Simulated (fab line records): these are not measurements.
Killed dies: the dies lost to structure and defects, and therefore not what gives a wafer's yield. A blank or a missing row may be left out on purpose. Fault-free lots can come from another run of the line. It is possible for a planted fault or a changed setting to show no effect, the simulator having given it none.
Chamber matching ; flow sky130 ; SKY_FIELD_ISO_ETCH_17 on rie-si-01: 4 sister chambers
The step etches Si in HBr/Cl2/O2, target depth 342 nm, time 97.7 s. 8 wafers are shown with their chamber, then 8 later ones without.

== WAFERS, EACH WITH ITS CHAMBER ==
wafer;chamber;drypump-motor-current-A (A);run-length-s (s)
L875.6;0;5.0;126.0
L888.2;0;5.0;125.9
L888.5;3;5.3;125.3
L889.6;2;5.2;125.8
L890.1;1;4.9;126.0
L890.2;3;5.3;125.3
L890.4;2;5.1;125.8
L892.2;1;5.0;126.2

== WAFERS WITHOUT THEIR CHAMBER ==
wafer;drypump-motor-current-A (A);run-length-s (s)
L892.4;5.3;126.1
L892.6;5.0;125.9
L894.1;5.0;125.9
L894.3;5.1;125.9
L894.4;5.3;125.3
L896.1;5.3;125.5
L896.3;5.0;126.0
L896.4;5.0;126.2

== WHICH CHAMBER EACH WENT THROUGH ==
wafer;from the rows above;in truth
L892.4;can't be placed: 2 or 0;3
L892.6;0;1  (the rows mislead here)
L894.1;0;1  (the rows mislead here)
L894.3;can't be placed: 2 or 0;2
L894.4;3;3
L896.1;3;3
L896.3;can't be placed: 0 or 1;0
L896.4;can't be placed: 1 or 0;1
Placed correctly: 2 of 8. Unplaceable from these rows: 4, with the true chamber sitting among the candidates in 3. 2 placed wrongly.
How it was worked out, from the rows above alone: a wafer's distance from a chamber is the root of the sum, over the readings, of the square of ((its reading less the chamber's mean) divided by the reading's scatter). The wafer belongs to the nearest chamber; if the next one is less than 2 further off, it can't be placed. For every chamber, the mean is computed from those of its wafers that are shown. The scatter: take each reading less its chamber's mean, square it, sum over the shown wafers, divide by the number of wafers less the number of chambers, and take the root.
